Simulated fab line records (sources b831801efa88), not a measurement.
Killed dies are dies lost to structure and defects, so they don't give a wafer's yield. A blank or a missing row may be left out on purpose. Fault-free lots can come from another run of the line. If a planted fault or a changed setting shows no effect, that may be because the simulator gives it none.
The same fault as seen by 2 desks -- flow gf180mcu -- numbers are kept per desk, each desk with only its own; the story behind them comes last

METROLOGY DESK
What the gauges read, lot by lot, whatever tool the lot ran on: means of the sampled wafers that have a number. If a lot's mean is further than 4 standard deviations from the usual mean, the lot is out of limits and carries the mark OUT (the distance appears in the brackets).
Columns: A = V3_W_THK at GF_V3_THK_MEAS_25, usual 347 nm; B = V4_W_RS at GF_V4_RS_MEAS_24, usual 0.326 ohm/sq; C = TOP_METAL_ALCU_RS at GF_TOP_METAL_RS_MEAS_05, usual 0.0327 ohm/sq; D = TOP_METAL_ALCU_THK at GF_TOP_METAL_THK_MEAS_06, usual 901 nm; E = PASSIVATION_CVD_00_THK at GF_PASSIVATION_THK_MEAS_01, usual 1002 nm
lot,first seen here,A,B,C,D,E
L536,day 22 03:35,350,0.331,0.0323,910,1027
L537,day 22 12:20,351,0.332,0.0328,897,1017
L538,day 22 21:24,348,0.332,0.0332,885,1003
L540,day 23 11:45,344,0.326,0.0321,916,1024
L543,day 25 08:37,345,0.322,0.0327,906,988
L544,day 25 09:55,346,0.324,0.0331,898,973
L545,day 25 20:59,350,0.325,0.0320,918,1013
L546,day 26 17:47,338,0.322,0.0328,902,988
L547,day 27 02:02,344,0.321,0.0322,908,1008
L549,day 27 12:28,343,0.326,0.0330,894,1000
L548,day 27 13:52,344,0.324,0.0325,902,993
L550,day 27 16:22,348,0.321,0.0342,864,989
This desk found nothing out of limits on any of the 12 lots.

THE TOOL OWNER'S DESK: pvdSputter-02
The tool's own readings at GF_TOP_METAL_SPUTTER_02 (material AlCu, target thk 900 nm, time 47.82 s): means of the sampled wafers that have a number, for each lot that ran on this tool. If a lot's mean is further than 4 standard deviations from the usual mean, the lot is out of limits and carries the mark OUT (the distance appears in the brackets).
Columns: A = throttleValvePct at GF_TOP_METAL_SPUTTER_02, usual 29.6 %
lot,first seen here,A
L540,day 28 03:10,29.2
L543,day 29 19:05,29.7
L545,day 30 07:28,30.4
L546,day 31 00:38,30.3
L547,day 31 06:32,30.5
L548,day 31 19:01,29.6
L550,day 31 20:34,29.5
This desk found nothing out of limits on any of the 7 lots.

TAKEN TOGETHER
From the metrology desk's view, nothing was out of limits.
The desk of the tool owner found nothing out of limits.

WHAT WAS PUT IN BY THE SIMULATOR
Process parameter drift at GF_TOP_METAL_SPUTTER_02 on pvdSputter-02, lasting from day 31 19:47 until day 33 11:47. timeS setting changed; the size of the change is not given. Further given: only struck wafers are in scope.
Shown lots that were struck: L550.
